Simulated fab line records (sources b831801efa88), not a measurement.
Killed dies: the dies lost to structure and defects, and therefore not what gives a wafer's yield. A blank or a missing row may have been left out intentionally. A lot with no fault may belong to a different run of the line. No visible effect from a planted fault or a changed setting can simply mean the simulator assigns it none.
fab line records    flow gf180mcu
record lots=24  wafers=72  last-day=34
route steps=602 shown STI@5 HV_LDD@196 SAB@277 CONTACT@310 V2@384
lots that met no fault: from a run of the same line without faults
start-h: the number of hours between the record's first day and the start of the first shown wafer of the lot    wait-h: hours since the lot's step before    " repeats the value in the row above    L1.1+2: a row that stands for several wafers    - no value, or no start given    * or withheld: withheld    < > ~ a bound
route shown NAME@n: names a module that has steps shown in the file, with the first one's number in the route    usual: the fault-free wafers' mean and standard deviation    same: alike in all rows    chamber/n: place in a boat    sites: per-site readings    _std_site: standard deviation of those values    _edge_site: outer sites' mean less inner sites'    radius-mm: how far each site lies from the wafer's centre    mask NAME#n: copy n    behind: tool/chamber where the wafer was last shaped    hold: what put the lot on hold/how long, in hours/how the hold closed    device: names the non-switching transistor (n, p or np)    end of line: the tests these same wafers got at the end of their route    a step without rows: its recipe alone    killed: dies lost to structure and defects at the first sort, not the wafer's yield    map: shows each die of a wafer: x if killed, . if not, _ if none is there
set.NAME: the setting the step ran with; set.NAME@STEP: the setting that earlier step ran with    model.NAME: the simulator's own value behind a step, which no gauge read
a sample of lots followed through the steps of the route, with each step as a table and each wafer as a row
services: a tool's chamber out of use, with start hour (start-h, from the record's first day; less than 0 if before it), hours out, and reason
## steps
# step GF_STI_THK_MEAS_04
# recipe reads=Si3N4_of_STI_CVD_03
# usual STI_CVD_03_THK=207.4/2.1
lot.wafer  tool           chamber  start-h  wait-h  STI_CVD_03_THK[nm]
L074.3     film-metro-04  -        14.71    0.0     205.6
L074.5     "              -        "        "       203.9
L074.6     "              -        "        "       202.9
L075.1     film-metro-02  -        18.56    0.0     207.9
L075.2     "              -        "        "       209.0
L075.5     "              -        "        "       208.3
L076.1     film-metro-04  -        23.59    0.0     206.4
L076.2     "              -        "        "       206.4
L076.5     "              -        "        "       207.5
L077.1     film-metro-04  -        29.82    0.0     202.9
L077.3     "              -        "        "       202.5
L077.5     "              -        "        "       204.8
L078.2     film-metro-04  -        36.36    0.0     203.9
L078.3     "              -        "        "       203.4
L078.5     "              -        "        "       206.6
L079.1     film-metro-04  -        40.00    0.0     208.3
L079.3     "              -        "        "       205.8
L079.6     "              -        "        "       207.1
L080.2     film-metro-04  -        44.03    0.0     207.5
L080.5     "              -        "        "       207.5
L080.6     "              -        "        "       207.5
L081.2     film-metro-04  -        49.96    0.0     205.3
L081.4     "              -        "        "       207.4
L081.6     "              -        "        "       203.5
L082.1     film-metro-04  -        53.56    0.0     207.7
L082.3     "              -        "        "       205.3
L082.6     "              -        "        "       206.5
L083.2     film-metro-02  -        58.99    0.0     205.7
L083.3     "              -        "        "       206.0
L083.6     "              -        "        "       206.0
L084.4     film-metro-01  -        64.88    0.0     207.6
L084.5     "              -        "        "       206.1
L084.6     "              -        "        "       205.6
L085.1     film-metro-02  -        68.59    0.0     211.1
L085.3     "              -        "        "       209.1
L085.4     "              -        "        "       209.2
L086.1     film-metro-01  -        74.48    0.0     209.3
L086.2     "              -        "        "       210.2
L086.3     "              -        "        "       210.2
L087.1     film-metro-01  -        78.59    0.0     207.7
L087.3     "              -        "        "       206.1
L087.6     "              -        "        "       208.0
L088.4     film-metro-04  -        83.59    0.0     206.6
L088.5     "              -        "        "       205.8
L088.6     "              -        "        "       206.7
L089.3     film-metro-01  -        88.87    0.0     208.1
L089.4     "              -        "        "       207.5
L089.6     "              -        "        "       206.6
L090.2     film-metro-02  -        93.57    0.0     208.2
L090.3     "              -        "        "       208.8
L090.6     "              -        "        "       208.7
L091.3     film-metro-02  -        98.58    0.0     212.9
L091.5     "              -        "        "       210.5
L091.6     "              -        "        "       209.0
L092.3     film-metro-04  -        104.00   0.0     205.4
L092.4     "              -        "        "       205.3
L092.6     "              -        "        "       206.3
L093.1     film-metro-02  -        110.19   0.0     207.5
L093.5     "              -        "        "       209.1
L093.6     "              -        "        "       209.3
L094.1     film-metro-04  -        116.38   0.0     209.2
L094.2     "              -        "        "       210.2
L094.4     "              -        "        "       209.8
L095.1     film-metro-02  -        120.35   0.0     205.9
L095.4     "              -        "        "       207.7
L095.5     "              -        "        "       205.7
L096.2     film-metro-04  -        124.95   0.0     210.2
L096.4     "              -        "        "       212.9
L096.5     "              -        "        "       213.0
L097.1     film-metro-01  -        130.06   0.0     207.9
L097.2     "              -        "        "       208.7
L097.3     "              -        "        "       208.1
# step GF_HV_LDD_OVL_MEAS_20
# usual HV_LDD_01_OVL=0.5/1.3
lot.wafer  tool        chamber  start-h  wait-h  HV_LDD_01_OVL[nm]
L074.3     overlay-01  -        238.69   0.1     0.4
L074.5     "           -        "        "       0.2
L074.6     "           -        "        "       1.2
L075.1     overlay-02  -        242.87   0.1     -1.0
L075.2     "           -        "        "       -1.1
L075.5     "           -        "        "       -2.4
L076.1     overlay-01  -        252.57   0.1     1.6
L076.2     "           -        "        "       -2.6
L076.5     "           -        "        "       -2.4
L077.1     overlay-01  -        256.27   0.1     2.0
L077.3     "           -        "        "       0.6
L077.5     "           -        "        "       -0.3
L078.2     overlay-02  -        264.03   0.1     0.1
L078.3     "           -        "        "       -0.3
L078.5     "           -        "        "       0.7
L079.1     overlay-01  -        272.28   0.1     0.7
L079.3     "           -        "        "       2.2
L079.6     "           -        "        "       0.7
L080.2     overlay-01  -        278.68   0.1     0.6
L080.5     "           -        "        "       0.7
L080.6     "           -        "        "       1.1
L081.2     overlay-02  -        289.33   0.1     0.5
L081.4     "           -        "        "       0.5
L081.6     "           -        "        "       -1.5
L082.1     overlay-02  -        300.03   0.1     0.3
L082.3     "           -        "        "       1.6
L082.6     "           -        "        "       1.6
L083.2     overlay-02  -        306.18   0.1     -0.4
L083.3     "           -        "        "       0.5
L083.6     "           -        "        "       1.4
L084.4     overlay-02  -        308.80   0.1     1.5
L084.5     "           -        "        "       1.1
L084.6     "           -        "        "       0.5
L085.1     overlay-01  -        319.07   0.1     -0.5
L085.3     "           -        "        "       0.3
L085.4     "           -        "        "       0.8
L086.1     overlay-01  -        328.47   0.1     -1.0
L086.2     "           -        "        "       0.4
L086.3     "           -        "        "       -0.7
L087.1     overlay-02  -        329.68   0.1     0.1
L087.3     "           -        "        "       1.1
L087.6     "           -        "        "       0.6
L088.4     overlay-01  -        344.59   0.1     3.5
L088.5     "           -        "        "       0.8
L088.6     "           -        "        "       2.8
L089.3     overlay-02  -        350.69   0.1     -1.5
L089.4     "           -        "        "       0.6
L089.6     "           -        "        "       1.5
L090.2     overlay-01  -        363.63   0.1     -0.5
L090.3     "           -        "        "       -0.6
L090.6     "           -        "        "       0.5
L091.3     overlay-02  -        363.79   0.1     3.0
L091.5     "           -        "        "       2.2
L091.6     "           -        "        "       1.1
L092.3     overlay-02  -        371.63   0.1     -1.7
L092.4     "           -        "        "       1.0
L092.6     "           -        "        "       0.1
L093.1     overlay-02  -        376.82   0.1     0.6
L093.5     "           -        "        "       1.3
L093.6     "           -        "        "       0.1
L094.1     overlay-01  -        387.98   0.1     0.3
L094.2     "           -        "        "       0.1
L094.4     "           -        "        "       0.6
L095.1     overlay-02  -        393.62   0.1     -0.3
L095.4     "           -        "        "       -1.6
L095.5     "           -        "        "       -0.6
L096.2     overlay-02  -        402.33   0.1     0.7
L096.4     "           -        "        "       2.2
L096.5     "           -        "        "       3.0
L097.1     overlay-01  -        407.98   0.1     1.4
L097.2     "           -        "        "       1.9
L097.3     "           -        "        "       0.8
# step GF_HV_LDD_STRIP_37
# recipe chemistry=O2/N2  power-w=1400  pressure-mtorr=1500  platen-temp-c=250  o2-flow-sccm=3000  n2-flow-sccm=300  overash-fraction=0.5252
# usual drypump-motor-current-A=5.5/0.32  heater-power-w=355/44  oes-product-au=0.708/0.0046  strip-time-to-endpoint-s=12.63/0.031
lot.wafer  tool             chamber  start-h  wait-h  drypump-motor-current-A  heater-power-w  oes-product-au  rf-hours-counter-h  strip-time-to-endpoint-s
L074.3     plasma-asher-03  1        258.20   0.1     5.6                      294             0.709           -                   12.60
L074.5     "                1        "        "       5.6                      284             0.706           -                   12.62
L074.6     "                0        "        "       5.5                      425             0.708           -                   12.62
L075.1     plasma-asher-01  1        262.46   0.1     5.2                      359             0.704           14                  12.61
L075.2     "                0        "        "       5.4                      334             0.706           14                  12.62
L075.5     "                0        "        "       5.4                      340             0.707           -                   12.63
L076.1     plasma-asher-03  0        272.56   0.1     5.5                      426             0.706           65                  12.59
L076.2     "                1        "        "       5.6                      277             0.711           65                  12.61
L076.5     "                1        "        "       5.6                      285             0.710           -                   12.62
L077.1     plasma-asher-03  1        276.76   0.1     5.6                      281             0.708           66                  12.63
L077.3     "                0        "        "       5.5                      430             0.705           -                   12.62
L077.5     "                1        "        "       5.7                      289             0.711           -                   12.61
L078.2     plasma-asher-03  0        284.51   0.1     5.5                      425             0.712           66                  12.66
L078.3     "                0        "        "       5.5                      427             0.711           -                   12.60
L078.5     "                1        "        "       5.6                      278             0.715           -                   12.58
L079.1     plasma-asher-01  0        292.41   0.1     5.4                      337             0.703           17                  12.64
L079.3     "                1        "        "       5.2                      358             0.702           -                   12.65
L079.6     "                0        "        "       5.4                      336             0.710           -                   12.66
L080.2     plasma-asher-02  1        299.56   0.1     5.3                      366             0.710           65                  12.66
L080.5     "                1        "        "       5.3                      360             0.711           -                   12.58
L080.6     "                0        "        "       6.2                      356             0.710           -                   12.65
L081.2     plasma-asher-03  0        310.81   0.1     5.4                      435             0.713           69                  12.60
L081.4     "                0        "        "       5.4                      429             0.706           -                   12.63
L081.6     "                1        "        "       5.6                      283             0.705           -                   12.63
L082.1     plasma-asher-03  1        321.80   0.1     5.7                      281             0.704           70                  12.65
L082.3     "                0        "        "       5.4                      424             0.700           -                   12.59
L082.6     "                1        "        "       5.6                      285             0.708           -                   12.61
L083.2     plasma-asher-02  1        327.55   0.1     5.3                      366             0.705           68                  12.61
L083.3     "                1        "        "       5.3                      352             0.710           -                   12.59
L083.6     "                1        "        "       5.3                      357             0.709           -                   12.61
L084.4     plasma-asher-03  0        330.14   0.1     5.5                      434             0.707           -                   12.62
L084.5     "                1        "        "       5.6                      283             0.707           -                   12.62
L084.6     "                0        "        "       5.5                      429             0.713           -                   12.65
L085.1     plasma-asher-02  1        341.11   0.1     5.3                      360             0.709           70                  12.62
L085.3     "                0        "        "       6.2                      367             0.715           -                   12.64
L085.4     "                1        "        "       5.3                      359             0.709           -                   12.61
L086.1     plasma-asher-02  1        350.66   0.1     5.3                      359             0.714           71                  12.69
L086.2     "                0        "        "       6.2                      365             0.703           71                  12.67
L086.3     "                1        "        "       5.3                      354             0.708           -                   12.71
L087.1     plasma-asher-01  1        352.31   0.1     5.2                      350             0.709           23                  12.65
L087.3     "                0        "        "       5.4                      335             0.707           -                   12.63
L087.6     "                0        "        "       5.4                      335             0.711           -                   12.67
L088.4     plasma-asher-03  1        366.64   0.1     5.6                      287             0.701           -                   12.70
L088.5     "                0        "        "       5.4                      429             0.708           -                   12.69
L088.6     "                1        "        "       5.6                      276             0.707           -                   12.67
L089.3     plasma-asher-02  0        373.94   0.1     6.2                      351             0.706           -                   12.62
L089.4     "                1        "        "       5.3                      360             0.710           -                   12.64
L089.6     "                1        "        "       5.3                      368             0.709           -                   12.60
L090.2     plasma-asher-03  0        386.36   0.1     5.5                      421             0.706           77                  12.59
L090.3     "                0        "        "       5.5                      420             0.706           -                   12.62
L090.6     "                1        "        "       5.6                      284             0.705           -                   12.58
L091.3     plasma-asher-01  1        387.24   0.1     5.2                      364             0.699           -                   12.67
L091.5     "                0        "        "       5.4                      332             0.702           -                   12.66
L091.6     "                1        "        "       5.1                      361             0.704           -                   12.63
L092.3     plasma-asher-02  1        394.74   0.1     5.3                      360             0.703           -                   12.66
L092.4     "                0        "        "       6.2                      351             0.708           -                   12.66
L092.6     "                0        "        "       6.2                      361             0.706           -                   12.64
L093.1     plasma-asher-01  0        400.76   0.1     5.4                      340             0.710           28                  12.57
L093.5     "                0        "        "       5.4                      333             0.718           -                   12.60
L093.6     "                1        "        "       5.2                      362             0.707           -                   12.54
L094.1     plasma-asher-01  0        412.11   0.1     5.4                      342             0.704           29                  12.63
L094.2     "                1        "        "       5.1                      376             0.705           29                  12.61
L094.4     "                0        "        "       5.4                      340             0.712           -                   12.63
L095.1     plasma-asher-01  0        417.61   0.1     5.4                      337             0.717           30                  12.60
L095.4     "                1        "        "       5.2                      367             0.710           -                   12.56
L095.5     "                1        "        "       5.2                      357             0.712           -                   12.63
L096.2     plasma-asher-02  1        426.76   0.1     5.3                      360             0.716           79                  12.66
L096.4     "                0        "        "       6.2                      361             0.704           -                   12.58
L096.5     "                1        "        "       5.3                      357             0.713           -                   12.67
L097.1     plasma-asher-02  0        432.11   0.1     6.2                      366             0.706           79                  12.65
L097.2     "                1        "        "       5.3                      349             0.706           79                  12.60
L097.3     "                0        "        "       6.2                      350             0.707           -                   12.63
# step GF_SAB_STRIP_13
# recipe chemistry=O2/N2  power-w=1400  pressure-mtorr=1500  platen-temp-c=250  o2-flow-sccm=3000  n2-flow-sccm=300  overash-fraction=0.5
# usual drypump-motor-current-A=5.29/0.27  heater-power-w=343/31  oes-product-au=0.710/0.0047  strip-time-to-endpoint-s=12.62/0.042
lot.wafer  tool             chamber  start-h  wait-h  drypump-motor-current-A  heater-power-w  oes-product-au  rf-hours-counter-h  strip-time-to-endpoint-s
L074.3     plasma-asher-04  1        345.20   0.0     4.84                     328             0.711           -                   12.57
L074.5     "                1        "        "       4.87                     327             0.715           -                   12.56
L074.6     "                0        "        "       5.59                     337             0.702           -                   12.52
L075.1     plasma-asher-04  0        348.72   0.0     5.59                     335             0.712           55                  12.62
L075.2     "                1        "        "       4.79                     323             0.710           55                  12.61
L075.5     "                0        "        "       5.59                     341             0.711           -                   12.60
L076.1     plasma-asher-04  0        359.97   0.0     5.59                     353             0.708           56                  12.57
L076.2     "                1        "        "       4.85                     337             0.706           56                  12.61
L076.5     "                0        "        "       5.60                     344             0.703           -                   12.62
L077.1     plasma-asher-01  0        364.46   0.0     5.39                     343             0.708           24                  12.59
L077.3     "                1        "        "       5.19                     371             0.703           -                   12.57
L077.5     "                1        "        "       5.17                     362             0.705           -                   12.60
L078.2     plasma-asher-04  0        372.53   0.0     5.60                     338             0.713           57                  12.63
L078.3     "                1        "        "       4.83                     321             0.704           -                   12.61
L078.5     "                0        "        "       5.62                     346             0.704           -                   12.63
L079.1     plasma-asher-04  1        382.22   0.0     4.89                     320             0.703           58                  12.59
L079.3     "                1        "        "       4.85                     320             0.709           -                   12.61
L079.6     "                0        "        "       5.59                     350             0.710           -                   12.63
L080.2     plasma-asher-03  0        390.35   0.0     5.46                     422             0.714           78                  12.68
L080.5     "                0        "        "       5.47                     424             0.709           -                   12.66
L080.6     "                1        "        "       5.64                     287             0.715           -                   12.71
L081.2     plasma-asher-01  1        404.78   0.0     5.18                     342             0.718           29                  12.56
L081.4     "                0        "        "       5.36                     335             0.711           -                   12.57
L081.6     "                0        "        "       5.39                     335             0.706           -                   12.55
L082.1     plasma-asher-01  0        414.98   0.0     5.37                     331             0.708           30                  12.58
L082.3     "                1        "        "       5.17                     366             0.713           -                   12.60
L082.6     "                0        "        "       5.37                     331             0.720           -                   12.60
L083.2     plasma-asher-01  1        421.51   0.0     5.16                     360             0.712           30                  12.61
L083.3     "                0        "        "       5.39                     335             0.714           -                   12.61
L083.6     "                0        "        "       5.39                     335             0.712           -                   12.61
L084.4     plasma-asher-01  0        426.65   0.0     5.39                     338             0.709           -                   12.67
L084.5     "                1        "        "       5.13                     355             0.711           -                   12.56
L084.6     "                0        "        "       5.39                     345             0.712           -                   12.58
L085.1     plasma-asher-01  1        437.86   0.0     5.14                     356             0.708           32                  12.54
L085.3     "                0        "        "       5.37                     336             0.713           -                   12.55
L085.4     "                1        "        "       5.15                     356             0.710           -                   12.55
L086.1     plasma-asher-04  0        447.86   0.0     5.59                     339             0.711           65                  12.68
L086.2     "                1        "        "       4.82                     314             0.714           65                  12.64
L086.3     "                0        "        "       5.60                     339             0.705           -                   12.62
L087.1     plasma-asher-01  1        450.82   0.0     5.18                     365             0.701           34                  12.68
L087.3     "                0        "        "       5.38                     344             0.709           -                   12.67
L087.6     "                0        "        "       5.38                     336             0.705           -                   12.69
L088.4     plasma-asher-03  1        466.56   0.0     5.62                     280             0.707           -                   12.60
L088.5     "                1        "        "       5.61                     269             0.712           -                   12.63
L088.6     "                0        "        "       5.47                     436             0.712           -                   12.66
L089.3     plasma-asher-01  1        473.11   0.0     5.21                     361             0.717           -                   12.61
L089.4     "                0        "        "       5.37                     336             0.707           -                   12.59
L089.6     "                0        "        "       5.37                     347             0.703           -                   12.59
L090.2     plasma-asher-01  0        485.36   0.0     5.39                     335             0.705           37                  12.67
L090.3     "                1        "        "       5.13                     366             0.709           -                   12.68
L090.6     "                0        "        "       5.39                     338             0.713           -                   12.73
L091.3     plasma-asher-03  1        487.60   0.0     5.61                     272             0.707           -                   12.57
L091.5     "                1        "        "       5.62                     271             0.705           -                   12.60
L091.6     "                0        "        "       5.45                     434             0.711           -                   12.58
L092.3     plasma-asher-01  0        495.79   0.0     5.37                     327             0.713           -                   12.65
L092.4     "                1        "        "       5.13                     359             0.706           -                   12.59
L092.6     "                0        "        "       5.38                     340             0.718           -                   12.58
L093.1     plasma-asher-04  1        501.08   0.0     4.79                     326             0.704           70                  12.64
L093.5     "                1        "        "       4.81                     318             0.706           -                   12.64
L093.6     "                0        "        "       5.59                     335             0.706           -                   12.64
L094.1     plasma-asher-01  0        511.94   0.0     5.39                     337             0.717           40                  12.65
L094.2     "                1        "        "       5.17                     362             0.709           40                  12.60
L094.4     "                0        "        "       5.39                     338             0.712           -                   12.65
L095.1     plasma-asher-04  1        518.26   0.0     4.86                     323             0.706           72                  12.62
L095.4     "                0        "        "       5.60                     340             0.710           -                   12.61
L095.5     "                0        "        "       5.59                     346             0.706           -                   12.61
L096.2     plasma-asher-04  0        527.31   0.0     5.57                     348             0.706           73                  12.65
L096.4     "                1        "        "       4.82                     326             0.708           -                   12.64
L096.5     "                1        "        "       4.86                     326             0.704           -                   12.67
L097.1     plasma-asher-01  1        532.38   0.0     5.17                     362             0.707           42                  12.65
L097.2     "                0        "        "       5.40                     339             0.710           42                  12.66
L097.3     "                0        "        "       5.39                     346             0.719           -                   12.66
# step GF_CONTACT_SPUTTER_23
# recipe material=TiN  target-thk-nm=10  chamber-pressure-pa=5  power-w=4000  time-s=40
# usual chamber-pressure-pa=5.000/0.01  throttle-valve-pct=29.6/1
lot.wafer  tool            chamber  start-h  wait-h  chamber-pressure-pa  throttle-valve-pct
L074.3     pvd-sputter-03  -        368.79   0.0     4.983                28.7
L074.5     "               -        "        "       4.998                31.0
L074.6     "               -        "        "       4.991                29.8
L075.1     pvd-sputter-03  -        372.33   0.0     5.005                28.9
L075.2     "               -        "        "       4.989                29.9
L075.5     "               -        "        "       4.998                30.3
L076.1     pvd-sputter-04  -        384.50   0.0     4.981                28.7
L076.2     "               -        "        "       4.996                29.9
L076.5     "               -        "        "       4.998                28.1
L077.1     pvd-sputter-04  -        388.90   0.0     4.989                30.0
L077.3     "               -        "        "       5.013                28.2
L077.5     "               -        "        "       5.001                28.2
L078.2     pvd-sputter-04  -        397.53   0.0     5.000                29.8
L078.3     "               -        "        "       5.000                28.4
L078.5     "               -        "        "       5.001                30.2
L079.1     pvd-sputter-04  -        407.13   0.0     4.995                28.1
L079.3     "               -        "        "       4.999                28.8
L079.6     "               -        "        "       4.984                28.6
L080.2     pvd-sputter-03  -        415.59   0.0     5.003                28.8
L080.5     "               -        "        "       5.003                31.1
L080.6     "               -        "        "       5.012                29.7
L081.2     pvd-sputter-03  -        429.84   0.0     5.009                30.3
L081.4     "               -        "        "       5.004                28.7
L081.6     "               -        "        "       5.019                28.8
L082.1     pvd-sputter-04  -        441.23   0.0     4.996                30.0
L082.3     "               -        "        "       5.016                28.7
L082.6     "               -        "        "       5.024                28.7
L083.2     pvd-sputter-01  -        447.75   0.0     4.998                31.1
L083.3     "               -        "        "       4.993                29.1
L083.6     "               -        "        "       4.981                30.6
L084.4     pvd-sputter-01  -        453.30   0.0     4.990                31.8
L084.5     "               -        "        "       4.996                31.9
L084.6     "               -        "        "       4.985                29.2
L085.1     pvd-sputter-03  -        464.13   0.0     4.991                28.5
L085.3     "               -        "        "       5.007                30.2
L085.4     "               -        "        "       5.013                31.1
L086.1     pvd-sputter-04  -        474.03   0.0     5.011                28.0
L086.2     "               -        "        "       4.996                28.8
L086.3     "               -        "        "       4.988                28.6
L087.1     pvd-sputter-03  -        477.33   0.0     4.997                29.8
L087.3     "               -        "        "       5.008                30.2
L087.6     "               -        "        "       5.006                30.1
L088.4     pvd-sputter-04  -        492.73   0.0     4.996                28.7
L088.5     "               -        "        "       5.013                28.3
L088.6     "               -        "        "       4.987                30.0
L089.3     pvd-sputter-04  -        499.48   0.0     5.006                28.6
L089.4     "               -        "        "       4.995                29.9
L089.6     "               -        "        "       4.975                28.8
L090.2     pvd-sputter-01  -        510.78   0.0     5.008                31.4
L090.3     "               -        "        "       5.001                30.5
L090.6     "               -        "        "       4.986                31.2
L091.3     pvd-sputter-03  -        513.23   0.0     4.987                28.7
L091.5     "               -        "        "       4.994                30.0
L091.6     "               -        "        "       5.004                30.2
L092.3     pvd-sputter-03  -        522.13   0.0     4.989                30.4
L092.4     "               -        "        "       4.982                28.6
L092.6     "               -        "        "       5.005                28.6
L093.1     pvd-sputter-04  -        526.63   0.0     5.002                29.2
L093.5     "               -        "        "       4.984                29.1
L093.6     "               -        "        "       5.006                28.4
L094.1     pvd-sputter-03  -        537.50   0.0     4.999                29.8
L094.2     "               -        "        "       5.021                30.3
L094.4     "               -        "        "       5.003                31.3
L095.1     pvd-sputter-03  -        543.38   0.0     5.017                30.6
L095.4     "               -        "        "       5.000                31.2
L095.5     "               -        "        "       4.992                30.2
L096.2     pvd-sputter-03  -        552.09   0.0     5.004                31.2
L096.4     "               -        "        "       4.981                28.7
L096.5     "               -        "        "       4.996                28.7
L097.1     pvd-sputter-04  -        557.57   0.0     4.992                28.6
L097.2     "               -        "        "       5.008                29.9
L097.3     "               -        "        "       5.014                29.1
# step GF_V2_CVD_02
# recipe material=SiO2  target-thk-nm=850  precursor=TEOS  temp-c=400  time-s=94.851  rf-w=600
# usual heater-power-w=651/78
lot.wafer  tool      chamber  start-h  wait-h  heater-power-w
L074.3     pecvd-02  2        444.00   0.0     696
L074.5     "         2        "        "       745
L074.6     "         1        "        "       563
L075.1     pecvd-04  0        447.96   0.1     674
L075.2     "         2        "        "       574
L075.5     "         2        "        "       610
L076.1     pecvd-04  0        460.96   0.1     521
L076.2     "         2        "        "       614
L076.5     "         2        "        "       678
L077.1     pecvd-02  2        466.13   0.1     657
L077.3     "         1        "        "       668
L077.5     "         0        "        "       642
L078.2     pecvd-03  1        473.69   0.0     791
L078.3     "         2        "        "       670
L078.5     "         0        "        "       452
L079.1     pecvd-02  2        484.39   0.1     633
L079.3     "         0        "        "       596
L079.6     "         1        "        "       698
L080.2     pecvd-03  1        494.14   0.0     758
L080.5     "         1        "        "       782
L080.6     "         2        "        "       619
L081.2     pecvd-02  1        507.20   0.0     625
L081.4     "         1        "        "       678
L081.6     "         2        "        "       702
L082.1     pecvd-03  2        518.70   0.1     672
L082.3     "         1        "        "       736
L082.6     "         2        "        "       534
L083.2     pecvd-04  0        522.75   0.0     668
L083.3     "         1        "        "       667
L083.6     "         0        "        "       519
L084.4     pecvd-02  1        529.87   0.1     695
L084.5     "         0        "        "       578
L084.6     "         2        "        "       667
L085.1     pecvd-04  0        540.90   0.1     612
L085.3     "         1        "        "       707
L085.4     "         2        "        "       611
L086.1     pecvd-02  1        549.69   0.1     608
L086.2     "         2        "        "       664
L086.3     "         0        "        "       686
L087.1     pecvd-02  2        553.68   0.1     682
L087.3     "         1        "        "       692
L087.6     "         2        "        "       701
L088.4     pecvd-04  1        566.42   0.1     733
L088.5     "         1        "        "       780
L088.6     "         0        "        "       587
L089.3     pecvd-03  2        573.47   0.0     596
L089.4     "         0        "        "       551
L089.6     "         2        "        "       643
L090.2     pecvd-02  1        582.50   0.0     708
L090.3     "         2        "        "       660
L090.6     "         0        "        "       555
L091.3     pecvd-02  2        585.18   0.0     721
L091.5     "         1        "        "       723
L091.6     "         0        "        "       631
L092.3     pecvd-04  2        592.98   0.0     616
L092.4     "         1        "        "       806
L092.6     "         0        "        "       602
L093.1     pecvd-04  2        597.61   0.1     603
L093.5     "         2        "        "       651
L093.6     "         1        "        "       636
L094.1     pecvd-03  2        606.78   0.1     684
L094.2     "         1        "        "       630
L094.4     "         1        "        "       694
L095.1     pecvd-04  1        612.18   0.1     813
L095.4     "         1        "        "       659
L095.5     "         2        "        "       631
L096.2     pecvd-04  1        621.97   0.0     830
L096.4     "         2        "        "       533
L096.5     "         0        "        "       620
L097.1     pecvd-02  1        626.22   0.1     685
L097.2     "         0        "        "       582
L097.3     "         2        "        "       597
## services
tool             chamber  start-h  hours  kind
pecvd-04         -        247.95   2.8    pm
pvd-sputter-04   -        269.50   1.1    repair
pvd-sputter-04   -        275.31   7.2    repair
pecvd-04         -        280.54   1.7    repair
pvd-sputter-03   -        297.14   3.5    repair
plasma-asher-03  -        301.44   1.8    repair
plasma-asher-04  -        306.17   2.8    pm
plasma-asher-04  -        317.95   2.2    repair
pecvd-02         -        368.88   14.0   pm
pvd-sputter-03   -        381.86   1.2    repair
pecvd-02         0        412.24   4.5    repair
pecvd-02         0        421.26   4.9    repair
plasma-asher-03  -        421.31   9.0    pm
pvd-sputter-04   -        421.75   4.0    repair
pvd-sputter-03   -        447.84   1.0    repair
plasma-asher-01  -        477.67   0.6    repair
pvd-sputter-03   -        478.07   1.4    repair
plasma-asher-03  -        483.94   2.0    repair
plasma-asher-03  -        500.82   4.3    pm
pecvd-02         -        500.87   0.7    repair
plasma-asher-01  -        527.28   2.4    repair
pvd-sputter-03   -        543.73   5.9    repair
plasma-asher-03  -        594.07   14.6   pm
plasma-asher-03  -        618.97   1.0    repair
## key
fault none
